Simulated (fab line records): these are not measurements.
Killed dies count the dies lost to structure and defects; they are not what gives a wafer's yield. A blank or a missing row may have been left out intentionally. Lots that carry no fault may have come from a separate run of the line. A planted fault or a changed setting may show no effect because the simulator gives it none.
Which tool is to blame? | flow sfq line | 16 lots, 48 wafers sampled, at 2 steps of a route of 325

WHAT THE GAUGES SHOWED, per wafer
SFQ_M0_RS_MEAS_904: measures by four-point-probe. Usual: M0_NB_RS typically reads 0.891 ohm/sq, with standard deviation 0.007.
lot  | measured     | on            | M0_NB_RS (ohm/sq)                   | flag
L978 | day 5 11:27  | film metro-04 | 0.894 0.891 0.899                   |
L979 | day 5 18:02  | film metro-04 | 0.894 0.903 0.900                   |
L981 | day 6 04:27  | film metro-02 | 0.892 0.885 0.892                   |
L982 | day 6 09:16  | film metro-04 | 0.900 0.904 0.902                   |
L983 | day 6 11:33  | film metro-02 | 0.893 0.900 0.897                   |
L984 | day 6 16:22  | film metro-03 | 0.742 0.746 0.745 0.741 0.745 0.747 | OFF
L985 | day 7 00:45  | film metro-02 | 0.749 0.751 0.748 0.750 0.750 0.746 | OFF
L986 | day 7 05:34  | film metro-03 | 0.743 0.744 0.742 0.745 0.744 0.744 | OFF
L987 | day 7 11:34  | film metro-04 | 0.744 0.737 0.740 0.746 0.738 0.740 | OFF
L988 | day 7 13:57  | film metro-03 | 0.894 0.891 0.898                   |
L992 | day 8 18:33  | film metro-04 | 0.883 0.879 0.883                   |
L995 | day 9 12:35  | film metro-04 | 0.901 0.899 0.901                   |
L997 | day 9 23:25  | film metro-04 | 0.888 0.889 0.896                   |
L998 | day 10 07:45 | film metro-04 | 0.892 0.894 0.894                   |
L999 | day 10 14:59 | film metro-03 | 0.893 0.900 0.899                   |
L100 | day 10 20:58 | film metro-03 | 0.891 0.884 0.893                   |

TOOL THAT RAN EACH LOT (tool first, then ch and the chambers of the sampled wafers, then the start)
lot  | SFQ_TRILAYER_M0_DEP_SPUTTER_019
L978 | pvd sputter-06, day 5 11:20
L979 | pvd sputter-04, day 5 17:56
L981 | pvd sputter-05, day 6 04:20
L982 | pvd sputter-06, day 6 09:07
L983 | pvd sputter-06, day 6 11:26
L984 | pvd sputter-06, day 6 16:14
L985 | pvd sputter-06, day 7 00:40
L986 | pvd sputter-06, day 7 05:27
L987 | pvd sputter-06, day 7 11:26
L988 | pvd sputter-04, day 7 13:50
L992 | pvd sputter-05, day 8 18:28
L995 | pvd sputter-05, day 9 12:29
L997 | pvd sputter-05, day 9 23:16
L998 | pvd sputter-05, day 10 07:40
L999 | pvd sputter-05, day 10 14:53
L100 | pvd sputter-06, day 10 20:52
- SFQ_TRILAYER_M0_DEP_SPUTTER_019: material Nb, target thk 200 nm, time 133.3 s.

WHAT THE TOOLS THEMSELVES READ (means of the sampled wafers that have a number; where no wafer has one, the mark that the record gives instead)
SFQ_TRILAYER_M0_DEP_SPUTTER_019. Usual: throttle valve pct reads 30.5 % (standard deviation 1.1).
lot  | tool           | throttle valve pct (%) | flag
L978 | pvd sputter-06 | 29.8                   |
L979 | pvd sputter-04 | 31.3                   |
L981 | pvd sputter-05 | 30.0                   |
L982 | pvd sputter-06 | 30.7                   |
L983 | pvd sputter-06 | 29.8                   |
L984 | pvd sputter-06 | 31.8                   |
L985 | pvd sputter-06 | 30.4                   |
L986 | pvd sputter-06 | 30.9                   |
L987 | pvd sputter-06 | 29.6                   |
L988 | pvd sputter-04 | 30.8                   |
L992 | pvd sputter-05 | 30.5                   |
L995 | pvd sputter-05 | 30.5                   |
L997 | pvd sputter-05 | 30.6                   |
L998 | pvd sputter-05 | 30.4                   |
L999 | pvd sputter-05 | 31.1                   |
L100 | pvd sputter-06 | 31.2                   |

THE ANSWER, worked out from the rows above alone
Rule: a lot is off if the mean of its wafers that have a number lies more than 3 standard deviations from the usual mean. Also off: a lot with no number at a reading for which 4 or more lots have one. All remaining lots with rows at the step are treated as sound. First the gauges in route order, then the tools' own readings, where a lot's mean is used as printed above. At the first step where some lot is off, the reading lying furthest off is the one used; lots without a number count as furthest.
Off: L984, L985, L986, L987, seen at SFQ_M0_RS_MEAS_904 (M0_NB_RS).
A tool fits if, at a process step before that reading, it ran every lot that is off, and no sound lot after the first of them. Those tools and the gauges at SFQ_M0_RS_MEAS_904 are tried in the same way. Of those tried, none fits.

WHAT THE SIMULATOR HAD PUT IN
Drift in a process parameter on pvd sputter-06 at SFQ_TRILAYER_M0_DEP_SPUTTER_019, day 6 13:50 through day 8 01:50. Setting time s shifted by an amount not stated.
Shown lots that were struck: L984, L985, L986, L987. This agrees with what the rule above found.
